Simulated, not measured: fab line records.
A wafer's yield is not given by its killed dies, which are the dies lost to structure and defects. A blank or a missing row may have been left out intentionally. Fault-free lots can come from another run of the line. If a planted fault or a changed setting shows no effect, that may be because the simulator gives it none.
What tool caused it? ; flow sky130 ; 30 wafers from 10 lots sampled at 6 of the route's 708 steps

WHAT THE GAUGES SHOWED, per wafer
SKY_SD_P_TW_MEAS_11. Usual: SD_P_TW gives 2837 (standard deviation 26).
lot;measured;on;SD_P_TW;flag
L655;day 26 16:50;film_metro-03;2875 2860 2873;
L657;day 27 10:02;film_metro-01;2813 2795 2797;
L659;day 28 00:04;film_metro-01;2790 2792 2800;
L660;day 28 17:32;film_metro-01;2806 2797 2806;
L662;day 29 00:55;film_metro-01;2810 2807 2811;
L665;day 30 08:16;film_metro-01;2820 2808 2818;
L667;day 32 10:05;film_metro-03;2857 2863 2867;
L670;day 32 12:19;film_metro-04;2845 2842 2853;
L671;day 32 16:34;film_metro-01;2963 2962 2976 2962 2970 2955;OFF
L674;day 33 07:07;film_metro-04;3022 3022 3013 3006 3027 3031;OFF

SKY_SD_N_RS_MEAS_17: measures by four-point-probe. Usual: SD_P_RS gives 147.1 ohm/sq (standard deviation 0.43).
lot;measured;on;SD_P_RS (ohm/sq);flag
L655;day 29 02:31;film_metro-03;146.9 146.5 146.5;
L657;day 29 19:11;film_metro-01;146.7 147.1 146.7;
L659;day 30 08:34;film_metro-03;146.6 146.4 146.9;
L660;day 31 01:41;film_metro-01;145.9 146.7 145.8;
L662;day 31 08:13;film_metro-01;146.6 146.7 147.2;
L665;day 32 15:37;film_metro-03;147.0 147.1 147.2;
L667;day 34 14:42;film_metro-04;147.0 147.3 147.0;
L670;day 34 18:19;film_metro-04;148.0 147.8 148.1;
L671;day 34 21:44;film_metro-01;138.8 138.7 138.8 138.9 138.5 138.9;OFF
L674;day 35 12:32;film_metro-04;138.6 138.6 138.8 138.9 138.7 138.5;OFF

WHAT TOOL EACH LOT RAN ON (gives the tool, then ch and the chambers of the sampled wafers, and finally the start)
lot;SKY_LDD_LDN_STRIP_12;SKY_SD_P_IMPLANT_09;SKY_SD_P_STRIP_10;SKY_RES_XHIGH_STRIP_08
L655;plasma_asher-02 ch 0,1, day 24 03:37;implanter-04 ch 0, day 26 16:37;plasma_asher-02 ch 0,1, day 26 16:45;plasma_asher-02 ch 0,1, day 27 21:44
L657;plasma_asher-01 ch 0,1, day 24 21:52;implanter-02 ch 0, day 27 09:49;plasma_asher-04 ch 0,1, day 27 09:56;plasma_asher-02 ch 0,1, day 28 14:32
L659;plasma_asher-04 ch 0,1, day 25 12:53;implanter-03 ch 0, day 27 23:50;plasma_asher-03 ch 0,1, day 27 23:58;plasma_asher-01 ch 0,1, day 29 04:29
L660;plasma_asher-04 ch 0,1, day 26 06:20;implanter-02 ch 0, day 28 17:20;plasma_asher-03 ch 0,1, day 28 17:26;plasma_asher-02 ch 0,1, day 29 20:50
L662;plasma_asher-02 ch 0,1, day 26 13:57;implanter-03 ch 0, day 29 00:40;plasma_asher-03 ch 0,1, day 29 00:49;plasma_asher-01 ch 0,1, day 30 04:27
L665;plasma_asher-01 ch 0,1, day 27 22:41;implanter-03 ch 0, day 30 08:01;plasma_asher-02 ch 0,1, day 30 08:10;plasma_asher-02 ch 0,1, day 31 11:28
L667;plasma_asher-01 ch 0,1, day 30 00:32;implanter-04 ch 0, day 32 09:52;plasma_asher-03 ch 0,1, day 32 09:59;plasma_asher-02 ch 0,1, day 33 12:05
L670;plasma_asher-01 ch 0,1, day 30 02:02;implanter-02 ch 0, day 32 12:04;plasma_asher-04 ch 0,1, day 32 12:13;plasma_asher-01 ch 0,1, day 33 15:01
L671;plasma_asher-04 ch 0,1, day 30 06:59;implanter-04 ch 0, day 32 16:20;plasma_asher-04 ch 0,1, day 32 16:28;plasma_asher-03 ch 0,1, day 33 18:52
L674;plasma_asher-01 ch 0,1, day 30 23:45;implanter-04 ch 0, day 33 06:53;plasma_asher-02 ch 0,1, day 33 07:01;plasma_asher-02 ch 0,1, day 34 09:18
- SKY_LDD_LDN_STRIP_12: strips in O2/N2.
- SKY_SD_P_IMPLANT_09
- SKY_SD_P_STRIP_10: strips in O2/N2.
- SKY_RES_XHIGH_STRIP_08: strips in O2/N2.

AS READ BY THE TOOLS THEMSELVES (means over the sampled wafers that have a number; for cases with no such wafer, the mark the record gives instead)
SKY_LDD_LDN_STRIP_12. Usual: drypump_motor_current_A 5.46 A, standard deviation 0.19; oes_product_au 0.716 a.u., standard deviation 0.004; strip_time_to_endpoint_s 14.20 s, standard deviation 0.042.
lot;tool;drypump_motor_current_A (A);oes_product_au (a.u.);strip_time_to_endpoint_s (s);flag
L655;plasma_asher-02;5.74;0.719;14.26;
L657;plasma_asher-01;5.31;0.715;14.23;
L659;plasma_asher-04;5.46;0.716;14.15;
L660;plasma_asher-04;5.47;0.713;14.19;
L662;plasma_asher-02;5.63;0.711;14.18;
L665;plasma_asher-01;5.30;0.716;14.17;
L667;plasma_asher-01;5.32;0.716;14.21;
L670;plasma_asher-01;5.31;0.718;14.20;
L671;plasma_asher-04;5.51;0.717;14.27;
L674;plasma_asher-01;5.30;0.715;14.15;

SKY_SD_P_IMPLANT_09. Usual: tilt_deg 0.001 degrees, standard deviation 0.022.
lot;tool;tilt_deg (degrees);flag
L655;implanter-04;0.003;
L657;implanter-02;-0.004;
L659;implanter-03;-0.011;
L660;implanter-02;0.018;
L662;implanter-03;0.006;
L665;implanter-03;0.021;
L667;implanter-04;-0.003;
L670;implanter-02;0.003;
L671;implanter-04;6.968;OFF
L674;implanter-04;6.970;OFF

SKY_SD_P_STRIP_10. Usual: drypump_motor_current_A 5.5 A, standard deviation 0.36; oes_product_au 0.618 a.u., standard deviation 0.0044; strip_time_to_endpoint_s 17.50 s, standard deviation 0.041.
lot;tool;drypump_motor_current_A (A);oes_product_au (a.u.);strip_time_to_endpoint_s (s);flag
L655;plasma_asher-02;5.8;0.620;17.47;
L657;plasma_asher-04;5.5;0.615;17.53;
L659;plasma_asher-03;5.5;0.620;17.43;
L660;plasma_asher-03;5.6;0.621;17.45;
L662;plasma_asher-03;5.1;0.619;17.51;
L665;plasma_asher-02;5.7;0.614;17.52;
L667;plasma_asher-03;5.1;0.616;17.49;
L670;plasma_asher-04;5.5;0.618;17.52;
L671;plasma_asher-04;5.5;0.614;17.44;
L674;plasma_asher-02;5.8;0.618;17.46;

SKY_RES_XHIGH_STRIP_08. Usual: drypump_motor_current_A 5.6 A, standard deviation 0.32; oes_product_au 0.711 a.u., standard deviation 0.0044; strip_time_to_endpoint_s 14.27 s, standard deviation 0.043.
lot;tool;drypump_motor_current_A (A);oes_product_au (a.u.);strip_time_to_endpoint_s (s);flag
L655;plasma_asher-02;5.7;0.709;14.24;
L657;plasma_asher-02;5.6;0.711;14.32;
L659;plasma_asher-01;5.3;0.713;14.22;
L660;plasma_asher-02;5.6;0.713;14.30;
L662;plasma_asher-01;5.3;0.707;14.31;
L665;plasma_asher-02;5.7;0.710;14.20;
L667;plasma_asher-02;5.7;0.713;14.24;
L670;plasma_asher-01;5.3;0.711;14.30;
L671;plasma_asher-03;5.5;0.716;14.29;
L674;plasma_asher-02;5.7;0.713;14.26;

THE ANSWER, worked out from the rows above alone
Rule: take the mean of a lot's wafers that have a number; if it is more than 3 standard deviations from the usual mean, the lot is off. A lot without any number at a reading at which 4 lots or more have one is off too. The other lots that the step has rows for count as sound. Order of review: gauges by route order, followed by the tools' own readings, for which a lot's mean as printed above is used. The first step at which some lot is off is used, and at that step the reading that is off furthest; a lot without a number counts as furthest.
Off: L671, L674, at SKY_SD_P_TW_MEAS_11 (SD_P_TW).
A tool fits if, at a process step before that reading, it ran every lot that is off, and no sound lot after the first of them. Not tried: the gauges at SKY_SD_P_TW_MEAS_11; whatever is off there is also off at SKY_SD_P_IMPLANT_09, on other tools, and gauge error can't account for it. One candidate fits, namely implanter-04 at SKY_SD_P_IMPLANT_09. Its last sound lot is L667 (day 32 09:52), its first lot that is off L671 (day 32 16:20): a fault that began between those two fits.
The tool's own readings at SKY_SD_P_IMPLANT_09 bear it out: on the lots that are off they differ by more than 5 times the standard deviation of the sound lots' means. tilt_deg reads 6.969 degrees there against 0.004 degrees on the sound lots.

WHAT WAS PUT IN BY THE SIMULATOR
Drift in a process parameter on implanter-04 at SKY_SD_P_IMPLANT_09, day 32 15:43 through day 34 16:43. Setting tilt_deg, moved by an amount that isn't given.
Shown lots that were struck: L671, L674. This agrees with what the rule above found.
